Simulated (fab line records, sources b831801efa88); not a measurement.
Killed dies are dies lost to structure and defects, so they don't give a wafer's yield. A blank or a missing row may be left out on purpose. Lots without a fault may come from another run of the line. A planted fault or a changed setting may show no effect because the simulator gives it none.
Which tool did it? | flow sky130 | 24 lots, 72 wafers sampled, at 5 steps of a route of 708

WHAT THE GAUGES READ, wafer by wafer
SKY_METAL1_OVL_MEAS_16.
lot  | measured     | on         | METAL1_OVL (nm)
L074 | day 33 13:11 | overlay-02 | 3 1 3
L076 | day 33 21:32 | overlay-02 | -4 -9 -5
L075 | day 34 03:07 | overlay-02 | 5 9 4
L077 | day 34 08:19 | overlay-01 | 3 5 5
L078 | day 34 16:43 | overlay-01 | -4 2 4
L079 | day 34 18:47 | overlay-01 | 5 7 6
L080 | day 34 23:38 | overlay-01 | -4 1 4
L081 | day 35 14:48 | overlay-02 | 9 11 8
L083 | day 35 22:27 | overlay-02 | 5 1 6
L082 | day 36 00:33 | overlay-02 | 12 6 4
L084 | day 36 07:24 | overlay-02 | -12 -8 -5
L085 | day 36 09:56 | overlay-02 | 4 8 1
L086 | day 37 03:12 | overlay-01 | 8 9 9
L087 | day 37 14:03 | overlay-01 | 12 8 12
L088 | day 37 20:28 | overlay-02 | -6 -11 -6
L089 | day 38 01:43 | overlay-01 | 6 5 6
L090 | day 38 02:03 | overlay-01 | 8 12 7
L091 | day 38 12:32 | overlay-02 | 3 0 4
L092 | day 38 22:57 | overlay-01 | 2 3 5
L093 | day 39 09:07 | overlay-01 | 14 4 3
L094 | day 39 14:22 | overlay-01 | 6 5 4
L095 | day 39 18:00 | overlay-02 | 8 5 8
L096 | day 39 22:27 | overlay-02 | 4 2 6
L097 | day 39 23:41 | overlay-02 | 9 5 0

SKY_VIA1_BOW_MEAS_03.
lot  | measured     | on            | VIA1_BOW (um)
L074 | day 33 14:28 | film_metro-03 | 85 79 90
L076 | day 33 22:49 | film_metro-02 | 88 83 90
L075 | day 34 04:25 | film_metro-02 | 84 76 80
L077 | day 34 09:40 | film_metro-03 | 70 78 66
L078 | day 34 18:02 | film_metro-01 | 77 84 78
L079 | day 34 20:05 | film_metro-01 | 80 82 92
L080 | day 35 01:09 | film_metro-02 | 74 64 86
L081 | day 35 16:07 | film_metro-01 | 77 72 74
L083 | day 35 23:44 | film_metro-03 | 72 81 71
L082 | day 36 01:50 | film_metro-02 | 83 82 77
L084 | day 36 08:46 | film_metro-02 | 93 79 88
L085 | day 36 11:14 | film_metro-02 | 70 73 71
L086 | day 37 04:35 | film_metro-03 | 74 77 82
L087 | day 37 15:20 | film_metro-02 | 86 76 81
L088 | day 37 21:46 | film_metro-03 | 79 73 91
L089 | day 38 03:02 | film_metro-02 | 82 78 83
L090 | day 38 03:22 | film_metro-01 | 73 77 68
L091 | day 38 13:53 | film_metro-02 | 74 86 85
L092 | day 39 00:25 | film_metro-01 | 78 76 73
L093 | day 39 10:28 | film_metro-03 | 83 78 75
L094 | day 39 15:41 | film_metro-03 | 88 76 74
L095 | day 39 19:17 | film_metro-02 | 70 75 80
L096 | day 39 23:44 | film_metro-02 | 84 82 70
L097 | day 40 01:00 | film_metro-02 | 89 99 90

SKY_VIA2_THK_MEAS_01.
lot  | measured     | on            | VIA2_HDPCVD_THK (nm)
L074 | day 35 22:40 | film_metro-02 | 1181 1171 1169
L076 | day 36 06:32 | film_metro-01 | 1163 1172 1172
L075 | day 36 11:34 | film_metro-02 | 1166 1145 1174
L077 | day 36 15:28 | film_metro-01 | 1181 1185 1189
L078 | day 37 00:26 | film_metro-04 | 1192 1176 1175
L079 | day 37 03:07 | film_metro-02 | 1190 1196 1175
L080 | day 37 07:59 | film_metro-04 | 1177 1175 1177
L081 | day 37 23:17 | film_metro-01 | 1183 1182 1180
L083 | day 38 07:26 | film_metro-01 | 1164 1167 1179
L082 | day 38 08:19 | film_metro-04 | 1173 1172 1154
L084 | day 38 15:28 | film_metro-02 | 1180 1159 1170
L085 | day 38 17:04 | film_metro-04 | 1153 1157 1172
L086 | day 39 10:57 | film_metro-01 | 1199 1185 1177
L087 | day 39 21:16 | film_metro-04 | 1199 1205 1197
L088 | day 40 03:36 | film_metro-02 | 1183 1166 1182
L089 | day 40 07:37 | film_metro-02 | 1162 1179 1162
L090 | day 40 08:41 | film_metro-04 | 1183 1193 1210
L091 | day 40 19:22 | film_metro-04 | 1173 1183 1184
L092 | day 41 04:27 | film_metro-04 | 1169 1168 1168
L093 | day 41 14:30 | film_metro-01 | 1178 1192 1189
L094 | day 41 19:43 | film_metro-01 | 1175 1174 1174
L095 | day 41 21:53 | film_metro-02 | 1179 1186 1175
L096 | day 42 02:53 | film_metro-01 | 1190 1203 1208
L097 | day 42 04:21 | film_metro-04 | 1167 1171 1164

SKY_VIA3_OVL_MEAS_13.
lot  | measured     | on         | VIA3_OVL (nm)
L074 | day 40 09:00 | overlay-02 | -1 -6 -7
L076 | day 40 17:55 | overlay-01 | -11 0 -8
L075 | day 40 21:31 | overlay-02 | 2 -3 2
L077 | day 41 01:34 | overlay-02 | -6 0 -7
L078 | day 41 08:28 | overlay-01 | -10 -10 -10
L079 | day 41 12:36 | overlay-01 | -3 -2 9
L080 | day 41 16:19 | overlay-02 | -5 -2 -5
L081 | day 42 06:03 | overlay-02 | -10 -11 -15
L083 | day 42 12:22 | overlay-01 | -2 -2 -1
L082 | day 42 14:27 | overlay-02 | -7 -5 -1
L084 | day 42 21:19 | overlay-01 | -3 -3 -4
L085 | day 42 23:13 | overlay-01 | -4 0 -5
L086 | day 43 14:31 | overlay-02 | -14 -11 -6
L087 | day 44 00:16 | overlay-02 | -12 -11 -7
L088 | day 44 06:31 | overlay-02 | 10 3 4
L089 | day 44 08:43 | overlay-02 | 5 5 4
L090 | day 44 10:22 | overlay-02 | 1 -6 -1
L091 | day 44 21:20 | overlay-02 | -9 -8 -6
L092 | day 45 04:19 | overlay-02 | 1 -3 -5
L093 | day 45 12:57 | overlay-02 | 8 8 3
L094 | day 45 16:07 | overlay-01 | -8 -11 -7
L095 | day 45 21:06 | overlay-01 | -5 -11 -15
L096 | day 46 01:10 | overlay-01 | -1 -4 -7
L097 | day 46 01:53 | overlay-01 | 3 2 4

WHICH TOOL RAN EACH LOT (tool, then ch and the chambers of the sampled wafers, then the start)
lot  | SKY_VIA1_ETCH_15
L074 | rie_diel-02 ch 1,2, day 34 17:38
L076 | rie_diel-03 ch 0,1, day 35 01:08
L075 | rie_diel-01 ch 2,3, day 35 06:53
L077 | rie_diel-03 ch 0,1,3, day 35 11:33
L078 | rie_diel-03 ch 0,1,3, day 35 20:15
L079 | rie_diel-01 ch 2,3, day 35 21:53
L080 | rie_diel-03 ch 0,3, day 36 03:28
L081 | rie_diel-03 ch 1,2,3, day 36 18:08
L083 | rie_diel-03 ch 0,1,3, day 37 02:37
L082 | rie_diel-01 ch 0,1,2, day 37 04:13
L084 | rie_diel-01 ch 0,1,2, day 37 11:13
L085 | rie_diel-01 ch 0,1,3, day 37 13:11
L086 | rie_diel-01 ch 0,1,2, day 38 06:33
L087 | rie_diel-03 ch 1,3, day 38 17:14
L088 | rie_diel-01 ch 0,2,3, day 38 23:23
L089 | rie_diel-01 ch 0,3, day 39 04:14
L090 | rie_diel-01 ch 0,1,3, day 39 04:57
L091 | rie_diel-01 ch 0,2,3, day 39 15:47
L092 | rie_diel-02 ch 1,2,3, day 40 01:40
L093 | rie_diel-02 ch 1,3, day 40 11:34
L094 | rie_diel-03 ch 0,1,2, day 40 17:03
L095 | rie_diel-01 ch 0,2,3, day 40 19:33
L096 | rie_diel-03 ch 1,2,3, day 41 00:14
L097 | rie_diel-01 ch 1,3, day 41 01:39
- SKY_VIA1_ETCH_15: etches SiO2 in C4F8/O2/Ar, stops on TiN, target depth 351 nm, time 54 s.

WHAT THE TOOLS THEMSELVES READ (means of the sampled wafers that have a number; where no wafer has one, the mark that the record gives instead)
SKY_VIA1_ETCH_15.
lot  | tool        | bias_w (W) | oes_product_au (a.u.)
L074 | rie_diel-02 | 1208       | 0.976
L076 | rie_diel-03 | 1202       | 0.976
L075 | rie_diel-01 | 1199       | 0.977
L077 | rie_diel-03 | 1198       | 0.981
L078 | rie_diel-03 | 1200       | 0.987
L079 | rie_diel-01 | 1203       | 0.979
L080 | rie_diel-03 | 1199       | 0.981
L081 | rie_diel-03 | 1199       | 0.980
L083 | rie_diel-03 | 1202       | 0.988
L082 | rie_diel-01 | 1201       | 0.976
L084 | rie_diel-01 | 1202       | 0.973
L085 | rie_diel-01 | 1199       | 0.982
L086 | rie_diel-01 | 1199       | 0.981
L087 | rie_diel-03 | 1199       | 0.982
L088 | rie_diel-01 | 1203       | 0.978
L089 | rie_diel-01 | 1198       | 0.976
L090 | rie_diel-01 | 1199       | 0.975
L091 | rie_diel-01 | 1200       | 0.979
L092 | rie_diel-02 | 1200       | 0.979
L093 | rie_diel-02 | 1199       | 0.981
L094 | rie_diel-03 | 1195       | 0.977
L095 | rie_diel-01 | 1200       | 0.974
L096 | rie_diel-03 | 1203       | 0.982
L097 | rie_diel-01 | 1197       | 0.979

THE ANSWER, worked out from the rows above alone
Rule: what is usual is taken from the lots themselves. Put in order of their means at a reading, lots are off if they are a third of the lots or fewer, leave a main group of 4 or more, and stand apart from it by a gap of 3 or more times the standard deviation of the main group's means; of several such gaps the widest counts. A main group whose means are all the same, to the digits that the tables above print for the reading, isn't used. A lot without any number at a reading at which 4 lots or more have one is off too. The other lots that the step has rows for count as sound. The gauges are gone through in route order, then the tools' own readings, and for those a lot's mean is taken as printed above. The first step at which some lot is off is used, and at that step the reading that is off furthest; a lot without a number counts as furthest.
No lot is off at any reading shown: from this, nothing can be told.

WHAT THE SIMULATOR HAD PUT IN
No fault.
